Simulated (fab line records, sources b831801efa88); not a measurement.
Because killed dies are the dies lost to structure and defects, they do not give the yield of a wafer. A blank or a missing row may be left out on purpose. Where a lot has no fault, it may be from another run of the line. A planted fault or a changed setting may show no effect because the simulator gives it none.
Matching of chambers :: flow gf180mcu :: 4 sister chambers for GF_V5_CMP_26 on cmp-01
The step polishes, stops on SiO2, t overpolish 15 s, target thk 0 nm. 4 wafers are shown with their chamber, then 7 later ones without.

## WAFERS WITH THEIR CHAMBER
wafer: L870.1
chamber: 2
motor current A (A): 11.1

wafer: L872.5
chamber: 3
motor current A (A): 9.6

wafer: L874.1
chamber: 0
motor current A (A): 11.7

wafer: L874.2
chamber: 1
motor current A (A): 11.4

## WAFERS WITHOUT THEIR CHAMBER
wafer: L874.4
motor current A (A): 9.2

wafer: L879.3
motor current A (A): 11.5

wafer: L879.5
motor current A (A): 12.3

wafer: L879.6
motor current A (A): 9.6

wafer: L880.1
motor current A (A): 11.3

wafer: L880.2
motor current A (A): 9.4

wafer: L880.6
motor current A (A): 12.0

## EACH ONE'S CHAMBER
wafer: L874.4
from the rows above: 3
in truth: 3

wafer: L879.3
from the rows above: can't be placed: 1 or 0 or 2
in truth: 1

wafer: L879.5
from the rows above: can't be placed: 0 or 1 or 2
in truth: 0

wafer: L879.6
from the rows above: 3
in truth: 3

wafer: L880.1
from the rows above: can't be placed: 1 or 2 or 0
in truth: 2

wafer: L880.2
from the rows above: 3
in truth: 3

wafer: L880.6
from the rows above: can't be placed: 0 or 1 or 2
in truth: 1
Correct placement for 3 of the 7. Cannot be placed on the basis of these rows: 4; the candidates contain the true chamber in 4. Wrongly placed: 0.
How it was worked out, from the rows above alone: a wafer's distance from a chamber is the root of the sum, over the readings, of the square of ((its reading less the chamber's mean) divided by the reading's scatter). If the next closest chamber is less than 2 further off than the closest, the wafer can't be placed; otherwise it belongs to the closest. A chamber's mean is the mean of its shown wafers. The scatter (one wafer shown for each chamber): square how far every hidden wafer sits from the nearest shown wafer, average those squares and take the square root.
